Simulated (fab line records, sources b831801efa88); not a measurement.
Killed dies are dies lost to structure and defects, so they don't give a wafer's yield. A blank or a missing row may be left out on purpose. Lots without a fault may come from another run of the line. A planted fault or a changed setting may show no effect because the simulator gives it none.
A struck lot beside a sound one | flow sky130 | 43 steps out of a route of 708
Sound: wafers L530.1, L530.3, L530.4. Struck: wafers L545.3, L545.6. (L545.5 of the same lot was not struck and is left out.) The cause comes at the end.
At each step with rows: each side's tool, then ch and its chambers, then its first start. Under that, the readings that differ: sound wafers | struck wafers | difference of the means | sigmas: that difference in standard deviations of wafers without a fault.
alike: readings whose means differ by less than 2 such deviations, and words and numbers that are the same on both sides. not compared: withheld readings, readings that some wafer has no value for, bounds like >300 that may hide the same value, and numbers for which the record gives no deviation and whose values overlap.
The two part at a step that has a row with sigmas, a row that says differs or no value, or rows on one side only. Numbers that don't overlap but have no deviation are shown without sigmas and don't part them. A reading that every wafer of one side lacks parts them only if that side has two wafers or more.

SKY_CONTACT_OVL_MEAS_15:
  sound on overlay-02, day 32 23:12; struck on overlay-02, day 37 17:01
  alike: CONTACT_OVL
then, 7 steps without rows for these wafers: SKY_CONTACT_ETCH_16 (etches BARC in N2/H2, stops on SiO2, time 45.9 s, target depth 60 nm); SKY_CONTACT_ETCH_17 (etches SiO2 in C4F8/O2/Ar, stops on Si3N4, target depth 340 nm); SKY_CONTACT_ETCH_18 (etches Si3N4 in CHF3/O2, stops on TiN, time 39 s, target depth 75 nm); SKY_CONTACT_STRIP_19 (strips in O2/N2); SKY_CONTACT_STRIP_20 (strips in post etch residue remover, time 1200 s); SKY_CONTACT_CLEAN_21 (cleans in IPA, time 180 s); SKY_CONTACT_CLEAN_22 (cleans in O3/DIW).
SKY_CONTACT_SPUTTER_23: material TiN, target thk 20 nm, time 80 s.
  sound on pvd_sputter-02, day 32 23:58; struck on pvd_sputter-04, day 37 17:46
  alike: cathode_dc_power_W, throttle_valve_pct
then, 1 step without rows for these wafers: SKY_CONTACT_CVD_24 (deposits W, target thk 340 nm, time 102.12 s).
SKY_CONTACT_RS_MEAS_25: measures by four-point-probe.
  sound on film_metro-01, day 33 00:08; struck on film_metro-02, day 37 17:59
  alike: CONTACT_W_RS
SKY_CONTACT_THK_MEAS_26: measures by xrf.
  sound on film_metro-01, day 33 00:16; struck on film_metro-02, day 37 18:05
  alike: CONTACT_W_THK
SKY_CONTACT_CMP_27: polishes, stops on SiO2, t overpolish 15 s, target thk 0 nm.
  sound on cmp-01 ch 1,2,3, day 33 00:19; struck on cmp-01 ch 2, day 37 18:07
  alike: motor_current_A, overpolish_run_s, retaining_ring_pressure_frac, time_to_endpoint_s
SKY_METAL1_SPUTTER_00: material Ti, target thk 15 nm, time 10 s.
  sound on pvd_sputter-03, day 33 00:37; struck on pvd_sputter-02, day 37 18:25
  alike: cathode_dc_power_W, throttle_valve_pct
then, 4 steps without rows for these wafers: SKY_METAL1_SPUTTER_01 (material TiN, target thk 20 nm, time 16.7 s); SKY_METAL1_SPUTTER_02 (material AlCu, target thk 250 nm, time 13.3 s); SKY_METAL1_SPUTTER_03 (material Ti, target thk 5 nm, time 3.3 s); SKY_METAL1_SPUTTER_04 (material TiN, target thk 70 nm, time 58.3 s).
SKY_METAL1_RS_MEAS_05: measures by four-point-probe.
  sound on film_metro-03, day 33 00:46; struck on film_metro-01, day 37 18:36
  alike: METAL1_ALCU_RS
SKY_METAL1_THK_MEAS_06: measures by xrf.
  sound on film_metro-03, day 33 00:53; struck on film_metro-01, day 37 18:42
  alike: METAL1_ALCU_THK
then, 8 steps without rows for these wafers: SKY_METAL1_DEHYDRATE_07 (time 60 s); SKY_METAL1_HMDS_08 (prime time 60 s); SKY_METAL1_COAT_09 (resist thk 60 nm); SKY_METAL1_COAT_10 (resist thk 450 nm); SKY_METAL1_SOFTBAKE_11 (time 90 s); SKY_METAL1_EXPOSE_12 (exposes mask MM1, target cd 140 nm); SKY_METAL1_PEB_13; SKY_METAL1_DEVELOP_14 (develop time 60 s).
SKY_METAL1_CD_MEAS_15: target cd 140 nm.
  sound on cd_sem-01, day 34 03:59; struck on cd_sem-01, day 38 20:38
  alike: cd_nm
SKY_METAL1_OVL_MEAS_16:
  sound on overlay-02, day 34 04:07; struck on overlay-01, day 38 20:43
  alike: METAL1_OVL
SKY_METAL1_DESCUM_17: chemistry O2, time 8 s.
  sound on rie_metal-02 ch 0,1, day 34 04:08; struck on rie_metal-02 ch 0,1, day 38 20:46
  alike: drypump_motor_current_A, oes_product_au
  not compared: rf_hours_counter_h
then, 2 steps without rows for these wafers: SKY_METAL1_ETCH_18 (etches BARC in N2/H2, stops on SiO2, time 45.9 s, target depth 60 nm); SKY_METAL1_METAL_ETCH_19 (etches the open film in Cl2/BCl3, stops on SiO2, target depth 360 nm, time 78 s).
SKY_METAL1_STRIP_20: strips in O2/N2.
  sound on plasma_asher-02 ch 0,1, day 34 04:20; struck on plasma_asher-03 ch 1, day 38 20:58
  reading                     | sound       | struck  | difference | sigmas
  drypump_motor_current_A (A) | 5.6 5.5 5.6 | 6.6 6.7 | +1.1       | +2
  alike: oes_product_au, strip_time_to_endpoint_s
  not compared: rf_hours_counter_h
then, 4 steps without rows for these wafers: SKY_METAL1_STRIP_21 (strips in post etch residue remover, time 1200 s); SKY_METAL1_CLEAN_22 (cleans in IPA, time 180 s); SKY_METAL1_CLEAN_23 (cleans in O3/DIW); SKY_VIA1_HDPCVD_00 (deposits SiO2, target thk 1030 nm, time 171.7 s).
SKY_VIA1_THK_MEAS_01:
  sound on film_metro-04, day 34 05:05; struck on film_metro-04, day 38 22:05
  alike: VIA1_HDPCVD_THK
SKY_VIA1_CMP_02: polishes SiO2.
  sound on cmp-02 ch 0,1,2, day 34 05:11; struck on cmp-01 ch 1, day 38 22:11
  alike: motor_current_A, retaining_ring_pressure_frac
SKY_VIA1_BOW_MEAS_03:
  sound on film_metro-02, day 34 05:26; struck on film_metro-04, day 38 22:28
  alike: VIA1_BOW
then, 1 step without rows for these wafers: SKY_VIA1_DEHYDRATE_04 (time 60 s).
-- the record jumps here: 11 days lie between the struck wafers' starts before and after (it left off in module VIA1 and takes up again in module PAD_OPEN, whose first step shown is number 708 of the route) --
SKY_PAD_OPEN_PROBE_99:
  sound on prober-01, day 46 22:49; struck on prober-02, day 50 07:25
  reading            | sound | struck  | difference | sigmas
  killed_at_contacts | 20 24 | 108 114 | +89        | +15
  killed_dies        | 70 74 | 174 162 | +96        | +10
  killed_on_rim      | 14 8  | 30 30   | +19        | +5
  alike: killed_at_M0_to_M3, killed_at_M4_up, killed_at_front_end, killed_at_other, killed_open, killed_short

WHERE THEY PART
First at SKY_METAL1_STRIP_20; last, within this record, at SKY_PAD_OPEN_PROBE_99.

WHY: what the simulator had put in
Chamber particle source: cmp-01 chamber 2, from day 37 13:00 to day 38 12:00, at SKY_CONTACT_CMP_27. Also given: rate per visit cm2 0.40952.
